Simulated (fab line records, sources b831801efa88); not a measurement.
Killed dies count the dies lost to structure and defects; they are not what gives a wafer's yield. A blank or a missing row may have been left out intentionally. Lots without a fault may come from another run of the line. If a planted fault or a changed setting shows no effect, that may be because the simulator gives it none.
Chamber matching -- flow sky130 -- 4 sister chambers for SKY_SONOS_ONO_ETCH_15 on rie-diel-04
The step etches the open film in CHF3/O2, target depth 19.52 nm, time 7.8 s. 18 wafers are shown with their chamber, then 9 later ones without.

## EACH WAFER AND ITS CHAMBER
wafer,chamber,drypump-motor-current-A (A),oes-product-au (a.u.),throttle-valve-pct (%)
L262.1,2,5.5,0.978,8.825
L262.2,1,5.2,0.969,8.803
L262.4,0,5.3,0.987,8.826
L265.3,1,5.2,0.973,8.830
L265.4,2,5.6,0.992,8.809
L265.5,3,6.6,1.012,8.825
L267.1,3,6.5,1.018,8.834
L267.3,2,5.6,0.990,8.823
L267.4,1,5.2,0.973,8.817
L266.3,1,5.2,0.977,8.840
L266.4,2,5.6,0.987,8.809
L266.5,3,6.6,1.018,8.824
L268.2,3,6.6,1.020,8.828
L268.3,1,5.2,0.983,8.816
L268.6,0,5.3,1.002,8.828
L277.1,0,5.3,0.995,8.797
L277.3,2,5.6,0.994,8.818
L277.4,3,6.6,1.016,8.826

SIGNATURES (means of the wafers above)
reading,chamber 0,chamber 1,chamber 2,chamber 3,scatter within a chamber
drypump-motor-current-A,5.300,5.200,5.580,6.580,0.0338
oes-product-au,0.99467,0.97500,0.98820,1.01680,0.00547
throttle-valve-pct,8.81700,8.82120,8.81680,8.82740,0.011
Rule: for a wafer and a chamber, the distance is found by dividing, reading by reading, the gap between the wafer's reading and the chamber's mean by the reading's scatter, squaring, summing and taking the root. The wafer belongs to the nearest chamber; if the next one is less than 2 further off, it can't be placed. The scatter: take each reading less its chamber's mean, square it, sum over the shown wafers, divide by the number of wafers less the number of chambers, and take the root.

## WAFERS MISSING THEIR CHAMBER
wafer,drypump-motor-current-A (A),oes-product-au (a.u.),throttle-valve-pct (%)
L278.2,5.6,0.991,8.831
L278.4,6.6,1.006,8.840
L278.5,6.6,1.010,8.829
L281.1,5.2,0.991,8.832
L281.2,5.6,0.995,8.831
L281.3,5.3,0.993,8.822
L284.1,6.6,0.996,8.821
L284.2,5.3,0.991,8.815
L284.5,5.3,0.999,8.830

## THE CHAMBER EACH PASSED THROUGH
wafer,from the rows above,in truth
L278.2,2,2
L278.4,3,3
L278.5,3,3
L281.1,can't be placed: 1 or 0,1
L281.2,2,2
L281.3,0,0
L284.1,3,3
L284.2,0,0
L284.5,0,0
Correct placement for 8 of the 9. Not placeable from these rows: 1 (in 1, the candidates include the true chamber). 0 placed wrongly.
